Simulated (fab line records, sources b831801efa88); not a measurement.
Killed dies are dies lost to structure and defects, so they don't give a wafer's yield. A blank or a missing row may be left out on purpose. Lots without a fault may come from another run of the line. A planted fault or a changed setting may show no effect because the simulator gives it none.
fab line records | flow sky130
record lots=6 wafers=18 last_day=50
route steps=708 shown FIELD_ISO@17 NWELL@32 DNWELL@35 PWDE@45 SALICIDE@361 PAD_OPEN@708
lots that met no fault: from a run of the same line without faults
start_h: hours from the record's first day to the start of the lot's first wafer shown | wait_h: hours since the lot's step before | " the same as in the row above | L1.1+2: a row that stands for several wafers | - no value, or no start given | * or withheld: withheld | < > ~ a bound
route shown NAME@n: a module of which the file shows steps, and the number in the route of the first | usual: mean/standard deviation of fault-free wafers | same: alike in all rows | chamber/n: place in a boat | sites: the reading at each site | _std_site: their standard deviation | _edge_site: outer sites' mean less inner sites' | radius_mm: how far each site lies from the wafer's centre | mask NAME#n: copy n | behind: the tool/chamber that last shaped the wafer | hold: why the lot was held/for how many hours/how that ended | device: the transistor (n, p or np) that didn't switch | end of line: the same wafers' tests at the end of the route | a step without rows: its recipe alone | killed: dies lost to structure and defects at the first sort, not the wafer's yield | map: a wafer's dies, x killed, . not, _ none there
set.NAME: the setting as run; set.NAME@STEP: as run at that earlier step | model.NAME: the simulator's own value behind a step, which no gauge read
lots at some steps of the route; a table a step, a row a wafer
services: from which hour (start_h, from the record's first day; less than 0 if before it) a tool's chamber was out of use, for how many hours, and why
## steps
# step SKY_FIELD_ISO_STRIP_16
# recipe chemistry=O2/N2 power_w=1400 pressure_mtorr=1500 platen_temp_c=withheld o2_flow_sccm=3000 n2_flow_sccm=300 overash_fraction=0.5
# usual drypump_motor_current_A=5.8/0.52 oes_product_au=0.378/0.0044 strip_time_to_endpoint_s=3.572/0.03
# columns lot.wafer tool chamber start_h wait_h drypump_motor_current_A oes_product_au rf_hours_counter_h strip_time_to_endpoint_s
L489.3 plasma_asher-01 1 34.42 0.1 5.7 0.371 - 3.511
L489.4 " 0 " " 6.7 0.379 - 3.571
L489.6 " 1 " " 5.7 0.385 - 3.578
L498.1 plasma_asher-04 1 80.69 0.0 5.3 0.376 28 3.544
L498.3 " 1 " " 5.3 0.380 - 3.555
L498.5 " 0 " " 5.4 0.380 - 3.556
L504.2 plasma_asher-03 0 114.99 0.0 6.1 0.379 40 3.554
L504.4 " 0 " " 6.0 0.371 - 3.585
L504.6 " 0 " " 6.1 0.377 - 3.574
L505.1 plasma_asher-01 1 119.51 0.0 5.7 0.380 45 3.557
L505.5 " 0 " " 6.7 0.383 - 3.542
L505.6 " 1 " " 5.7 0.386 - 3.615
L507.1 plasma_asher-01 0 127.54 0.0 6.7 0.379 46 3.579
L507.2 " 1 " " 5.7 0.375 46 3.552
L507.6 " 0 " " 6.7 0.383 - 3.573
L508.3 plasma_asher-01 1 132.80 0.1 5.7 0.371 - 3.518
L508.5 " 0 " " 6.7 0.376 - 3.613
L508.6 " 1 " " 5.7 0.382 - 3.556
# step SKY_FIELD_ISO_ETCH_17
# recipe target_depth_a=3420 mask_material=Si3N4 chemistry=HBr/Cl2/O2 target=Si taper_deg=5 icp_w=600 bias_w=150 pressure_mtorr=15 HBr_flow_sccm=150 Cl2_flow_sccm=40 O2_flow_sccm=6 time_s=97.7
# usual drypump_motor_current_A=5.8/0.54 oes_product_au=1.003/0.01 run_length_s=126.0/0.44 throttle_valve_pct=25.656/0.011
# columns lot.wafer tool chamber start_h wait_h drypump_motor_current_A oes_product_au rf_hours_counter_h run_length_s throttle_valve_pct
L489.3 rie_si-01 2 34.49 0.0 5.1 1.019 2 125.4 25.656
L489.4 " 3 " " 5.3 1.003 145 125.4 25.671
L489.6 " 3 " " 5.3 1.009 - 125.5 25.672
L498.1 rie_si-02 2 80.79 0.1 5.5 1.000 104 126.1 25.672
L498.3 " 3 " " 6.1 0.996 26 125.6 25.656
L498.5 " 1 " " 6.7 0.992 - 126.7 25.678
L504.2 rie_si-01 0 115.09 0.1 6.0 1.013 21 126.2 25.639
L504.4 " 0 " " 6.0 1.006 - 126.2 25.636
L504.6 " 1 " " 5.0 1.011 - 126.0 25.650
L505.1 rie_si-02 1 119.61 0.1 6.6 0.985 17 126.4 25.675
L505.5 " 1 " " 6.6 0.987 - 126.5 25.674
L505.6 " 0 " " 5.9 1.005 - 125.9 25.659
L507.1 rie_si-02 1 127.64 0.1 6.7 0.988 17 126.4 25.672
L507.2 " 3 " " 6.0 1.007 26 125.6 25.661
L507.6 " 0 " " 6.0 0.999 - 125.8 25.668
L508.3 rie_si-02 3 132.86 0.0 6.1 0.997 27 125.8 25.654
L508.5 " 0 " " 6.0 1.005 - 125.9 25.659
L508.6 " 3 " " 6.1 1.002 - 125.5 25.651
# step SKY_FIELD_ISO_WET_ETCH_18
# recipe chemistry=H3PO4 target_depth_nm=25 temp_c=160 target=Si3N4 time_s=286
# step SKY_FIELD_ISO_CLEAN_19
# recipe chemistry=SC1/SC2 mix=1:4:20 temp_c=70 time_s=150
# step SKY_FIELD_ISO_CLEAN_20
# recipe chemistry=dHF time_s=20 dilution=100:1
# step SKY_FIELD_ISO_WET_ETCH_21
# recipe chemistry=dHF dilution=100:1 target_depth_nm=20 dry=ipa_marangoni target=SiO2 temp_c=25 time_s=400
# step SKY_FIELD_ISO_OXIDATION_22
# recipe temp_c=950 ambient=O2 stabilise_s=600 purge_s=300 target_thk_a=100 ox_time_s=623
# step SKY_FIELD_ISO_THK_MEAS_23
# recipe reads=SiO2_of_FIELD_ISO_OXIDATION_22
# usual FIELD_ISO_OXIDATION_01_THK=10.07/0.22
# columns lot.wafer tool chamber start_h wait_h FIELD_ISO_OXIDATION_01_THK[nm]
L489.3 film_metro-01 - 37.10 0.0 9.94
L489.4 " - " " 9.98
L489.6 " - " " 9.96
L498.1 film_metro-03 - 83.78 0.0 10.34
L498.3 " - " " 10.07
L498.5 " - " " 10.22
L504.2 film_metro-03 - 120.18 0.0 10.36
L504.4 " - " " 10.13
L504.6 " - " " 10.14
L505.1 film_metro-02 - 122.75 0.0 10.11
L505.5 " - " " 10.16
L505.6 " - " " 10.03
L507.1 film_metro-02 - 132.48 0.0 10.49
L507.2 " - " " 10.22
L507.6 " - " " 10.24
L508.3 film_metro-03 - 140.82 0.0 10.18
L508.5 " - " " 10.30
L508.6 " - " " 10.33
# step SKY_FIELD_ISO_CVD_24
# recipe material=SiO2 target_thk_nm=595 temp_c=650 sigma_open_frac=0.3 time_s=99.2 sih4_flow_sccm=60 pressure_mtorr=6
# step SKY_FIELD_ISO_THK_MEAS_25
# recipe reads=SiO2_of_FIELD_ISO_CVD_24
# usual FIELD_ISO_CVD_24_THK=595/6.6
# columns lot.wafer tool chamber start_h wait_h FIELD_ISO_CVD_24_THK[nm]
L489.3 film_metro-03 - 37.24 0.1 594
L489.4 " - " " 590
L489.6 " - " " 595
L498.1 film_metro-01 - 83.91 0.0 590
L498.3 " - " " 583
L498.5 " - " " 590
L504.2 film_metro-02 - 120.31 0.0 595
L504.4 " - " " 601
L504.6 " - " " 594
L505.1 film_metro-01 - 122.88 0.0 593
L505.5 " - " " 598
L505.6 " - " " 590
L507.1 film_metro-02 - 132.61 0.0 587
L507.2 " - " " 599
L507.6 " - " " 589
L508.3 film_metro-03 - 140.96 0.1 585
L508.5 " - " " 597
L508.6 " - " " 591
# step SKY_FIELD_ISO_ANNEAL_26
# recipe temp_c=1000 time_s=1800 ambient=N2
# step SKY_FIELD_ISO_CMP_27
# recipe stop_on=Si3N4 t_overpolish_s=16 down_force_psi=4 platen_rpm=60 target_thk_nm=457.8 pad_velocity_m_s=0.94248
# usual motor_current_A=11.9/1 overpolish_run_s=15.999/0.009 time_to_endpoint_s=115/4.6
# columns lot.wafer tool chamber start_h wait_h motor_current_A overpolish_run_s time_to_endpoint_s
L489.4 cmp-02 3 39.27 0.1 11.3 15.999 115
L489.3 " 1 " " 11.5 15.995 112
L489.6 " 3 " " 11.8 15.994 114
L498.3 cmp-02 3 85.99 0.1 11.9 16.017 109
L498.1 " 1 " " 10.7 15.994 108
L498.5 " 3 " " 11.8 16.008 112
L504.4 cmp-02 3 125.77 0.0 12.0 16.001 116
L504.2 " 1 " " 11.5 15.989 119
L504.6 " 3 " " 12.1 15.984 111
L505.1 cmp-01 0 125.87 0.1 12.5 16.000 118
L505.5 " 2 " " 15.0 16.003 118
L505.6 " 3 " " 12.5 16.000 122
L507.1 cmp-01 3 139.84 0.2 11.2 15.995 124
L507.2 " 2 " " 14.5 15.983 123
L507.6 " 0 " " 11.9 15.990 117
L508.3 cmp-01 3 147.67 0.3 11.7 15.986 118
L508.5 " 0 " " 12.0 16.001 121
L508.6 " 1 " " 10.3 15.998 118
# step SKY_FIELD_ISO_WET_ETCH_28
# recipe chemistry=dHF target_depth_nm=23.7 target=SiO2 dilution=10:1 temp_c=25 time_s=47
# usual bath_heat_duty_pct=7.1/0.91 run_length_s=74.9/2.9 temp_c=24.97/0.12
# columns lot.wafer tool chamber start_h wait_h bath_heat_duty_pct run_length_s temp_c model.SiO2_of_FIELD_ISO_CVD_24.thk_nm
L489.3 wet_bench-02 0 39.52 0.1 7.4 74.7 24.89 435.4
L489.4 " 0 " " 8.4 74.7 25.09 434.6
L489.6 " 0 " " 7.8 74.7 24.90 436.3
L498.1 wet_bench-04 0 86.24 0.1 6.7 71.3 24.99 434.7
L498.3 " 0 " " 6.1 71.3 24.94 434.4
L498.5 " 0 " " 6.9 71.3 25.04 437.2
L504.2 wet_bench-02 0 126.07 0.1 8.1 44.8 25.03 448.6
L504.4 " 0 " " 7.2 44.8 24.98 449.5
L504.6 " 0 " " 7.8 44.8 24.93 449.3
L505.1 wet_bench-02 0 126.07 0.1 8.3 44.9 24.95 450.3
L505.5 " 0 " " 7.8 44.9 24.90 450.2
L505.6 " 0 " " 7.3 44.9 24.91 451.9
L507.1 wet_bench-02 3 140.14 0.2 7.5 74.0 24.74 438.1
L507.2 " 3 " " 5.5 74.0 24.84 435.4
L507.6 " 3 " " 6.6 74.0 24.73 435.2
L508.3 wet_bench-04 3 147.82 0.1 5.7 73.1 25.00 436.6
L508.5 " 3 " " 6.2 73.1 24.99 435.7
L508.6 " 3 " " 7.0 73.1 24.98 435
# step SKY_FIELD_ISO_WET_ETCH_29
# recipe chemistry=H3PO4 target_depth_nm=160 target=Si3N4 temp_c=160 time_s=1825
# step SKY_FIELD_ISO_WET_ETCH_30
# recipe chemistry=dHF target_depth_nm=25 target=SiO2 dilution=10:1 temp_c=25 time_s=50
# step SKY_NWELL_CLEAN_00
# recipe chemistry=SC1/SC2 mix=1:4:20 temp_c=70 time_s=150 dry=n2_spin
# step SKY_NWELL_OXIDATION_01
# recipe temp_c=900 ambient=O2 stabilise_s=600 purge_s=300 target_thk_a=100 ox_time_s=1418
# step SKY_NWELL_THK_MEAS_02
# recipe reads=SiO2_of_NWELL_OXIDATION_01
# usual NWELL_OXIDATION_THK=10.11/0.21
# columns lot.wafer tool chamber start_h wait_h NWELL_OXIDATION_THK[nm]
L489.3 film_metro-03 - 42.87 0.0 10.01
L489.4 " - " " 9.84
L489.6 " - " " 10.02
L498.1 film_metro-03 - 88.29 0.0 10.17
L498.3 " - " " 10.14
L498.5 " - " " 10.25
L505.1 film_metro-02 - 135.38 0.0 10.40
L505.5 " - " " 10.21
L505.6 " - " " 10.29
L504.2 film_metro-04 - 135.39 0.0 10.36
L504.4 " - " " 10.48
L504.6 " - " " 10.37
L507.1 film_metro-04 - 146.59 0.0 9.96
L507.2 " - " " 10.06
L507.6 " - " " 10.10
L508.3 film_metro-03 - 152.26 0.0 10.16
L508.5 " - " " 10.11
L508.6 " - " " 10.15
# step SKY_DNWELL_DEHYDRATE_00
# recipe temp_c=200 time_s=60
# step SKY_DNWELL_HMDS_01
# recipe prime_time_s=60 prime_temp_c=120
# step SKY_DNWELL_COAT_02
# recipe spin_rpm=2000 resist_thk_nm=3000
# step SKY_DNWELL_SOFTBAKE_03
# recipe temp_c=110 time_s=withheld
# step SKY_DNWELL_EXPOSE_04
# recipe mask_id=DNM na=0.57 target_cd_nm=3000 dose_mj=222
# step SKY_DNWELL_PEB_05
# recipe temp_c=115 time_s=withheld
# step SKY_DNWELL_DEVELOP_06
# recipe wall_angle_deg=90 developer=TMAH develop_time_s=60 dev_temp_c=23
# step SKY_DNWELL_IMPLANT_07
# recipe species=P energy_kev=withheld dose_cm2=withheld tilt_deg=withheld
# step SKY_DNWELL_STRIP_08
# recipe chemistry=O2/N2 power_w=1400 pressure_mtorr=1500 platen_temp_c=withheld o2_flow_sccm=3000 n2_flow_sccm=300 overash_fraction=0.5
# usual drypump_motor_current_A=5.7/0.3 oes_product_au=0.723/0.0046 strip_time_to_endpoint_s=36.92/0.12
# columns lot.wafer tool chamber start_h wait_h drypump_motor_current_A oes_product_au rf_hours_counter_h strip_time_to_endpoint_s
L489.3 plasma_asher-04 0 58.63 0.1 5.3 0.716 - 36.89
L489.4 " 1 " " 5.3 0.732 - 36.80
L489.6 " 1 " " 5.3 0.722 - 36.76
L498.1 plasma_asher-02 0 104.89 0.1 5.8 0.726 42 37.07
L498.3 " 1 " " 6.0 0.718 - 36.92
L498.5 " 0 " " 5.8 0.730 - 37.08
L505.1 plasma_asher-03 1 152.02 0.1 5.3 0.724 44 36.62
L505.5 " 1 " " 5.2 0.729 - 36.63
L505.6 " 0 " " 6.0 0.716 - 36.66
L504.2 plasma_asher-02 0 152.40 0.1 5.8 0.724 3 37.02
L504.4 " 0 " " 5.8 0.715 - 36.82
L504.6 " 0 " " 5.8 0.725 - 36.96
L507.1 plasma_asher-04 0 161.72 0.1 5.3 0.735 36 36.98
L507.2 " 1 " " 5.3 0.725 36 36.93
L507.6 " 1 " " 5.3 0.719 - 36.93
L508.3 plasma_asher-03 1 172.03 0.1 5.3 0.724 - 36.85
L508.5 " 1 " " 5.3 0.730 - 36.89
L508.6 " 0 " " 6.1 0.722 - 36.86
# step SKY_DNWELL_TW_MEAS_09
# usual DNWELL_TW=1113/10
# columns lot.wafer tool chamber start_h wait_h DNWELL_TW
L489.3 film_metro-04 - 58.71 0.1 1108
L489.4 " - " " 1114
L489.6 " - " " 1107
L498.1 film_metro-04 - 104.99 0.1 1119
L498.3 " - " " 1122
L498.5 " - " " 1119
L505.1 film_metro-04 - 152.12 0.1 1109
L505.5 " - " " 1120
L505.6 " - " " 1116
L504.2 film_metro-04 - 152.51 0.1 1120
L504.4 " - " " 1121
L504.6 " - " " 1121
L507.1 film_metro-02 - 161.82 0.1 1117
L507.2 " - " " 1114
L507.6 " - " " 1115
L508.3 film_metro-02 - 172.12 0.1 1125
L508.5 " - " " 1111
L508.6 " - " " 1116
# step SKY_PWDE_DEHYDRATE_00
# recipe temp_c=200 time_s=60
# step SKY_PWDE_HMDS_01
# recipe prime_time_s=60 prime_temp_c=120
# step SKY_PWDE_COAT_02
# recipe spin_rpm=2000 resist_thk_nm=3000
# step SKY_PWDE_SOFTBAKE_03
# recipe temp_c=110 time_s=withheld
# step SKY_PWDE_EXPOSE_04
# recipe mask_id=PWDEM na=0.6 source_shape=conventional sigma_outer=0.6 polarization=unpolarized target_cd_nm=840 dose_mj=214
# step SKY_PWDE_PEB_05
# recipe temp_c=115 time_s=withheld
# step SKY_PWDE_DEVELOP_06
# recipe wall_angle_deg=90 developer=TMAH develop_time_s=60 dev_temp_c=23
# step SKY_PWDE_OVL_MEAS_07
# usual PWDE_OVL=0.1/1.3
# columns lot.wafer tool chamber start_h wait_h PWDE_OVL[nm]
L489.3 overlay-01 - 75.06 - 0.9
L489.4 " - " " -0.3
L489.6 " - " " 0.1
L498.1 overlay-02 - 123.59 - -0.6
L498.3 " - " " -0.9
L498.5 " - " " -1.0
L505.1 overlay-01 - 170.20 - -0.6
L505.5 " - " " 1.0
L505.6 " - " " 0.0
L504.2 overlay-02 - 170.56 - 1.6
L504.4 " - " " 2.0
L504.6 " - " " 3.0
L507.1 overlay-01 - 182.69 - 1.6
L507.2 " - " " -0.8
L507.6 " - " " -0.8
L508.3 overlay-01 - 193.03 - 1.4
L508.5 " - " " 0.5
L508.6 " - " " 2.5
# step SKY_PWDE_IMPLANT_08
# recipe species=B energy_kev=150 dose_cm2=3.6e+12 tilt_deg=withheld
# step SKY_PWDE_STRIP_09
# recipe chemistry=O2/N2 power_w=1400 pressure_mtorr=1500 platen_temp_c=withheld o2_flow_sccm=3000 n2_flow_sccm=300 overash_fraction=0.5
# usual drypump_motor_current_A=5.9/0.43 oes_product_au=0.723/0.0044 strip_time_to_endpoint_s=36.91/0.12
# columns lot.wafer tool chamber start_h wait_h drypump_motor_current_A oes_product_au rf_hours_counter_h strip_time_to_endpoint_s
L489.3 plasma_asher-02 1 75.26 0.1 5.9 0.733 - 36.91
L489.4 " 0 " " 5.8 0.728 - 36.87
L489.6 " 0 " " 5.8 0.726 - 36.90
L498.1 plasma_asher-02 0 123.78 0.1 5.8 0.728 1 37.08
L498.3 " 1 " " 6.0 0.720 - 37.07
L498.5 " 0 " " 5.8 0.718 - 37.05
L505.1 plasma_asher-02 1 170.39 0.1 5.9 0.719 5 37.01
L505.5 " 1 " " 5.9 0.715 - 36.97
L505.6 " 0 " " 5.8 0.721 - 37.01
L504.2 plasma_asher-01 0 170.74 0.1 6.7 0.717 50 37.20
L504.4 " 0 " " 6.7 0.727 - 37.25
L504.6 " 0 " " 6.7 0.717 - 37.27
L507.1 plasma_asher-02 0 182.88 0.1 5.8 0.727 6 37.07
L507.2 " 1 " " 5.9 0.731 6 37.17
L507.6 " 0 " " 5.8 0.720 - 36.99
L508.3 plasma_asher-01 1 193.24 0.1 5.7 0.725 - 36.82
L508.5 " 0 " " 6.7 0.719 - 36.79
L508.6 " 1 " " 5.7 0.728 - 36.77
# step SKY_PWDE_TW_MEAS_10
# usual PWDE_TW=373/4.3
# columns lot.wafer tool chamber start_h wait_h PWDE_TW
L489.3 film_metro-03 - 75.35 0.1 368
L489.4 " - " " 367
L489.6 " - " " 365
L498.1 film_metro-02 - 123.88 0.1 377
L498.3 " - " " 375
L498.5 " - " " 376
L505.1 film_metro-04 - 170.49 0.1 373
L505.5 " - " " 374
L505.6 " - " " 373
L504.2 film_metro-03 - 170.85 0.1 364
L504.4 " - " " 365
L504.6 " - " " 362
L507.1 film_metro-04 - 182.98 0.1 373
L507.2 " - " " 374
L507.6 " - " " 376
L508.3 film_metro-04 - 193.32 0.1 374
L508.5 " - " " 378
L508.6 " - " " 378
# step SKY_NWELL_DEHYDRATE_03
# recipe temp_c=200 time_s=60
# step SKY_NWELL_HMDS_04
# recipe prime_time_s=60 prime_temp_c=120
# step SKY_NWELL_COAT_05
# recipe spin_rpm=2000 resist_thk_nm=3000
# step SKY_SALICIDE_CLEAN_00
# recipe chemistry=HF-last time_s=30 dilution=100:1 dry=ipa_marangoni
# columns lot.wafer tool chamber start_h wait_h model.SiO2_of_FIELD_ISO_CVD_24.thk_nm
L489.3 wet_bench-01 0 645.50 0.1 360.5
L489.4 " 0 " " 359.8
L489.6 " 0 " " 361.3
L498.1 wet_bench-02 3 721.95 0.1 359.2
L498.3 " 3 " " 359
L498.5 " 3 " " 361.6
L504.2 wet_bench-03 1 791.38 0.1 373.5
L504.4 " 1 " " 374.5
L504.6 " 1 " " 374
L505.1+5 wet_bench-01 3 794.62 0.1 375.4
L505.6 " 3 " " 377
L507.1 wet_bench-03 1 808.99 0.1 362.9
L507.2 " 1 " " 360.1
L507.6 " 1 " " 359.7
L508.3 wet_bench-02 2 823.12 0.1 361.7
L508.5 " 2 " " 360.6
L508.6 " 2 " " 360.1
# step SKY_PAD_OPEN_PROBE_99
# usual killed_at_M0_to_M3=44/7.2 killed_at_M4_up=3.1/1.7 killed_at_contacts=24/5.2 killed_at_front_end=15/4.1 killed_at_other=0.3/0.61 killed_dies=87/10 killed_open=48/7.5 killed_short=39/6.6
# same gross_dies=492 killed_at_back_side=0
# columns lot.wafer tool chamber start_h wait_h killed_at_M0_to_M3 killed_at_M4_up killed_at_contacts killed_at_front_end killed_at_other killed_dies killed_open killed_short model.etest.res_p_drift_20v.line_ohm_um model.etest.res_p_drift_20v.rs_ohm_sq model.etest.pfet_16v.r_on_ohm_um model.etest.res_iso_pwell.rs_ohm_sq model.etest.res_iso_pwell.line_ohm_um model.etest.res_nwell.rs_ohm_sq model.etest.cap_li_to_poly.c_af_um2 model.etest.cap_poly_to_well.c_af_um2
L489.3 prober-01 - 1073.64 0.2 50 4 29 16 0 99 55 44 1.238e+04 1.027e+04 1.548e+04 3162 1205 986.6 99.27 90.94
L489.4 prober-01 - 1073.69 0.2 47 6 29 16 1 99 52 47 1.203e+04 9945 1.516e+04 3046 1152 970.3 94.94 90.37
L489.6 prober-01 - 1073.79 0.2 55 6 27 19 1 108 64 44 1.2e+04 9985 1.538e+04 3069 1161 969.2 101 93.05
L498.1 prober-01 - 1129.23 0.1 47 3 21 14 0 85 48 37 1.201e+04 1.01e+04 1.533e+04 3110 1193 938.5 101.9 93.01
L498.3 prober-01 - 1129.33 0.2 33 1 19 15 0 68 37 31 1.19e+04 1.02e+04 1.524e+04 3127 1190 933.9 95.69 91.19
L498.5 prober-01 - 1129.43 0.2 40 1 29 13 0 83 56 27 1.187e+04 1.005e+04 1.52e+04 3102 1179 939.1 98.99 94.1
L504.2 prober-01 - 1173.02 0.1 50 6 14 16 0 86 50 35 1.3e+04 1.097e+04 1.611e+04 3601 1357 1050 101.7 86.19
L504.4 prober-01 - 1173.12 0.2 50 4 20 12 1 87 45 40 1.3e+04 1.08e+04 1.602e+04 3532 1338 1041 100.9 87.37
L504.6 prober-01 - 1173.22 0.2 55 1 26 13 0 95 57 37 1.32e+04 1.083e+04 1.603e+04 3574 1353 1049 102 87.84
L505.1 prober-02 - 1179.12 0.1 37 3 25 16 0 81 46 35 1.17e+04 9736 1.539e+04 3093 1163 1014 99.93 90.28
L505.5 prober-02 - 1179.32 0.2 42 1 24 21 0 88 46 42 1.198e+04 1.006e+04 1.532e+04 3138 1190 1020 103.1 90.06
L505.6 prober-02 - 1179.37 0.2 55 4 15 19 0 93 54 39 1.232e+04 1.048e+04 1.568e+04 3319 1242 1041 102.1 88.35
L507.1 prober-02 - 1186.64 0.1 56 3 34 8 0 101 64 37 1.048e+04 8559 1.498e+04 3007 1118 923.9 96.33 92
L507.2 prober-02 - 1186.69 0.1 40 6 24 17 0 87 54 33 1.065e+04 8802 1.526e+04 3146 1185 933.2 98.58 88.53
L507.6 prober-02 - 1186.89 0.2 59 1 21 13 0 94 49 45 1.032e+04 8778 1.508e+04 3011 1150 926 97.77 95.34
L508.3 prober-02 - 1196.84 0.2 38 6 34 8 0 86 45 41 1.167e+04 9732 1.51e+04 3086 1176 939.7 96.98 90.37
L508.5 prober-02 - 1196.94 0.2 40 4 24 14 0 82 52 30 1.174e+04 9766 1.505e+04 3047 1156 929.4 99.93 91.07
L508.6 prober-02 - 1196.99 0.2 46 1 26 15 0 88 47 41 1.174e+04 9805 1.494e+04 3049 1150 937.6 100.4 91.09
# killed by level:class
L489.3 VIA1:geometric_particle:open=16 LI_CONTACT:geometric_particle:open=8 LI_CONTACT:geometric_particle:short=7 METAL1:geometric_particle:short=7 CONTACT:geometric_particle:open=6 VIA2:geometric_particle:open=6 VIA3:geometric_particle:open=6 POLY_GATE:geometric_particle:short=5
L489.4 CONTACT:geometric_particle:open=13 VIA1:geometric_particle:open=8 VIA3:geometric_particle:open=7 METAL1:geometric_particle:short=7 VIA1:geometric_particle:short=7 CONTACT:geometric_particle:short=6 VIA2:geometric_particle:open=6 POLY_GATE:geometric_particle:short=5
L489.6 VIA1:geometric_particle:open=19 CONTACT:geometric_particle:open=11 LI_CONTACT:geometric_particle:open=8 METAL1:geometric_particle:short=7 POLY_GATE:geometric_particle:open=6 VIA2:geometric_particle:open=6 VIA3:geometric_particle:open=6 METAL4:geometric_particle:short=5
L498.1 VIA1:geometric_particle:open=10 VIA2:geometric_particle:open=7 CONTACT:geometric_particle:open=7 METAL2:geometric_particle:short=7 LI_CONTACT:geometric_particle:open=6 VIA1:geometric_particle:short=6 POLY_GATE:geometric_particle:open=5 METAL1:geometric_particle:short=5
L498.3 VIA1:geometric_particle:open=8 METAL1:geometric_particle:short=8 LI_CONTACT:geometric_particle:open=7 FIELD_ISO:geometric_particle:short=4 VIA3:geometric_particle:open=4 FIELD_ISO:geometric_particle:open=3 LOCAL_INTERCONNECT:geometric_particle:short=3 LI_CONTACT:geometric_particle:short=3
L498.5 LI_CONTACT:geometric_particle:open=10 CONTACT:geometric_particle:open=10 VIA3:geometric_particle:open=9 VIA1:geometric_particle:open=8 LI_CONTACT:geometric_particle:short=6 METAL1:geometric_particle:short=6 POLY_GATE:geometric_particle:open=5 FIELD_ISO:geometric_particle:open=4
L504.2 VIA1:geometric_particle:open=10 VIA2:geometric_particle:open=7 VIA3:geometric_particle:open=7 CONTACT:geometric_particle:open=7 METAL2:geometric_particle:short=7 VIA1:geometric_particle:short=6 METAL4:geometric_particle:short=5 METAL1:geometric_particle:open=4
L504.4 VIA1:geometric_particle:open=12 METAL1:geometric_particle:short=9 VIA1:geometric_particle:short=7 LI_CONTACT:geometric_particle:open=6 CONTACT:geometric_particle:open=6 VIA3:geometric_particle:open=6 VIA2:geometric_particle:short=5 LOCAL_INTERCONNECT:geometric_particle:short=4
L504.6 VIA1:geometric_particle:open=17 CONTACT:geometric_particle:open=10 METAL2:geometric_particle:short=9 VIA2:geometric_particle:open=9 LI_CONTACT:geometric_particle:open=7 POLY_GATE:geometric_particle:open=4 POLY_GATE:geometric_particle:short=4 LOCAL_INTERCONNECT:geometric_particle:short=4
L505.1 CONTACT:geometric_particle:open=11 VIA1:geometric_particle:open=10 METAL1:geometric_particle:short=6 VIA2:geometric_particle:open=5 FIELD_ISO:geometric_particle:open=4 LI_CONTACT:geometric_particle:open=4 VIA2:geometric_particle:short=4 VIA3:geometric_particle:open=4
L505.5 CONTACT:geometric_particle:open=12 VIA2:geometric_particle:open=9 METAL1:geometric_particle:short=7 POLY_GATE:geometric_particle:short=6 LI_CONTACT:geometric_particle:open=5 LOCAL_INTERCONNECT:geometric_particle:short=5 VIA1:geometric_particle:short=5 METAL2:geometric_particle:short=5
L505.6 METAL1:geometric_particle:short=12 VIA3:geometric_particle:open=11 VIA1:geometric_particle:open=9 VIA2:geometric_particle:open=8 CONTACT:geometric_particle:open=7 METAL2:geometric_particle:short=7 FIELD_ISO:geometric_particle:open=4 POLY_GATE:geometric_particle:short=4
L507.1 VIA1:geometric_particle:open=18 CONTACT:geometric_particle:open=15 VIA3:geometric_particle:open=8 LI_CONTACT:geometric_particle:open=6 METAL1:geometric_particle:short=6 VIA2:geometric_particle:open=6 LI_CONTACT:geometric_particle:short=5 CONTACT:geometric_particle:short=5
L507.2 VIA1:geometric_particle:open=11 CONTACT:geometric_particle:open=10 VIA2:geometric_particle:open=8 VIA1:geometric_particle:short=6 VIA3:geometric_particle:open=6 FIELD_ISO:geometric_particle:open=4 SPACER:geometric_particle:open=4 LI_CONTACT:geometric_particle:short=4
L507.6 VIA1:geometric_particle:open=15 LI_CONTACT:geometric_particle:open=10 VIA3:geometric_particle:open=9 VIA1:geometric_particle:short=7 METAL1:geometric_particle:short=6 METAL2:geometric_particle:short=6 LOCAL_INTERCONNECT:geometric_particle:short=5 VIA2:geometric_particle:open=5
L508.3 CONTACT:geometric_particle:open=14 CONTACT:geometric_particle:short=8 VIA3:geometric_particle:open=7 LI_CONTACT:geometric_particle:open=6 METAL1:geometric_particle:short=6 VIA2:geometric_particle:open=6 LOCAL_INTERCONNECT:geometric_particle:short=5 METAL2:geometric_particle:short=5
L508.5 VIA3:geometric_particle:open=11 CONTACT:geometric_particle:open=8 LI_CONTACT:geometric_particle:open=7 VIA2:geometric_particle:open=6 VIA1:geometric_particle:open=5 FIELD_ISO:geometric_particle:open=4 LOCAL_INTERCONNECT:geometric_particle:short=4 METAL1:geometric_particle:short=4
L508.6 CONTACT:geometric_particle:open=10 METAL2:geometric_particle:short=10 VIA2:geometric_particle:open=10 VIA1:geometric_particle:open=8 FIELD_ISO:geometric_particle:open=6 LOCAL_INTERCONNECT:geometric_particle:short=5 CONTACT:geometric_particle:short=5 VIA3:geometric_particle:open=5
## services
# columns tool chamber start_h hours kind
cmp-01 - 12.93 2.1 repair
plasma_asher-03 - 46.99 1.2 repair
rie_si-02 - 86.41 0.6 repair
plasma_asher-02 - 108.75 9.0 pm
rie_si-02 3 153.60 13.9 repair
wet_bench-02 - 172.44 1.9 repair
plasma_asher-01 - 194.69 4.2 repair
rie_si-02 1 229.59 3.3 repair
plasma_asher-01 - 337.57 2.8 pm
plasma_asher-02 - 365.76 0.5 repair
plasma_asher-01 - 506.24 2.5 repair
wet_bench-02 - 509.61 0.9 repair
rie_si-02 - 528.09 4.0 pm
rie_si-02 0 550.40 7.9 repair
plasma_asher-02 - 563.80 0.5 repair
plasma_asher-02 - 619.10 2.8 pm
plasma_asher-02 - 626.37 1.7 repair
plasma_asher-01 - 632.17 2.4 repair
rie_si-02 2 682.73 2.3 repair
plasma_asher-01 - 733.75 9.0 pm
plasma_asher-02 - 734.81 6.5 pm
plasma_asher-02 - 784.65 7.7 repair
plasma_asher-02 - 798.64 3.3 repair
rie_si-02 - 810.19 0.1 repair
## key
first_sign step=SKY_FIELD_ISO_WET_ETCH_28 reading=run_length_s direction=down sigmas=10 usual=* struck=*
effect none on later readings
model_effect step=SKY_FIELD_ISO_WET_ETCH_28 value=SiO2_of_FIELD_ISO_CVD_24.thk_nm without=435.1 struck=450
model_effect step=SKY_SALICIDE_CLEAN_00 value=SiO2_of_FIELD_ISO_CVD_24.thk_nm without=360.1 struck=375
model_effect step=SKY_PAD_OPEN_PROBE_99 value=etest.res_p_drift_20v.line_ohm_um without=1.133e+04 struck=1.253e+04
met_at SKY_FIELD_ISO_WET_ETCH_28
struck_wafers L504.2,L504.4,L504.6,L505.1,L505.5,L505.6
tester_left_out L504,L505
onset_between 39.52 126.07
fault kind=process_parameter_drift tool=wet_bench-02 chamber=0 onset_h=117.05 steps=SKY_FIELD_ISO_WET_ETCH_28 channel=time_s offset=* shape=step end_h=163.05 acts_in=* stated=*
# tester_left_out: of these lots the tester's yield and bins aren't shown, on N5 and GAA mostly nor the transistor test; their killed dies are dies lost to structure and defects alone, not to doping, threshold or leakage, so they don't give the yield
